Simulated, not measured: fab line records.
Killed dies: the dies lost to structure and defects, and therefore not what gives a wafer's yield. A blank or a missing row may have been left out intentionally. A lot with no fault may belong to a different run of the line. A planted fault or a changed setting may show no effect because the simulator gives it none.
Matching of chambers || flow gf180mcu || pecvd-01 running GF_MIM_CVD_05: 3 sister chambers
The step deposits Si3N4, target thk 42 nm, time 29.086 s. 3 wafers are shown with their chamber, then 9 later ones without.

## WAFERS, EACH WITH ITS CHAMBER
{"wafer": "L870.1", "chamber": 0, "heater-power-w (W)": 639}
{"wafer": "L870.5", "chamber": 1, "heater-power-w (W)": 605}
{"wafer": "L870.6", "chamber": 2, "heater-power-w (W)": 715}

## WAFERS WITHOUT THEIR CHAMBER
{"wafer": "L878.1", "heater-power-w (W)": 588}
{"wafer": "L878.3", "heater-power-w (W)": 492}
{"wafer": "L878.4", "heater-power-w (W)": 493}
{"wafer": "L879.1", "heater-power-w (W)": 523}
{"wafer": "L879.3", "heater-power-w (W)": 700}
{"wafer": "L879.4", "heater-power-w (W)": 712}
{"wafer": "L881.3", "heater-power-w (W)": 620}
{"wafer": "L881.4", "heater-power-w (W)": 693}
{"wafer": "L881.5", "heater-power-w (W)": 639}

## WHICH CHAMBER EACH WENT THROUGH
{"wafer": "L878.1", "from the rows above": "can't be placed: 1 or 0 or 2", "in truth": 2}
{"wafer": "L878.3", "from the rows above": "can't be placed: 1 or 0 or 2", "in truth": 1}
{"wafer": "L878.4", "from the rows above": "can't be placed: 1 or 0 or 2", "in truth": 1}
{"wafer": "L879.1", "from the rows above": "can't be placed: 1 or 0 or 2", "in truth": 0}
{"wafer": "L879.3", "from the rows above": "can't be placed: 2 or 0 or 1", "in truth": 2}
{"wafer": "L879.4", "from the rows above": "can't be placed: 2 or 0 or 1", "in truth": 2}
{"wafer": "L881.3", "from the rows above": "can't be placed: 1 or 0 or 2", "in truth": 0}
{"wafer": "L881.4", "from the rows above": "can't be placed: 2 or 0 or 1", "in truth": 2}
{"wafer": "L881.5", "from the rows above": "can't be placed: 0 or 1 or 2", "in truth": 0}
0 of 9 placed correctly. Not placeable from these rows: 9 (in 9, the candidates include the true chamber). Wrongly placed: 0.
How it was worked out, from the rows above alone: a wafer's distance from a chamber is the root of the sum, over the readings, of the square of ((its reading less the chamber's mean) divided by the reading's scatter). If the next closest chamber is less than 2 further off than the closest, the wafer can't be placed; otherwise it belongs to the closest. The mean given for a chamber averages the wafers shown for that chamber. The scatter (one wafer shown for each chamber): square how far every hidden wafer sits from the nearest shown wafer, average those squares and take the square root.
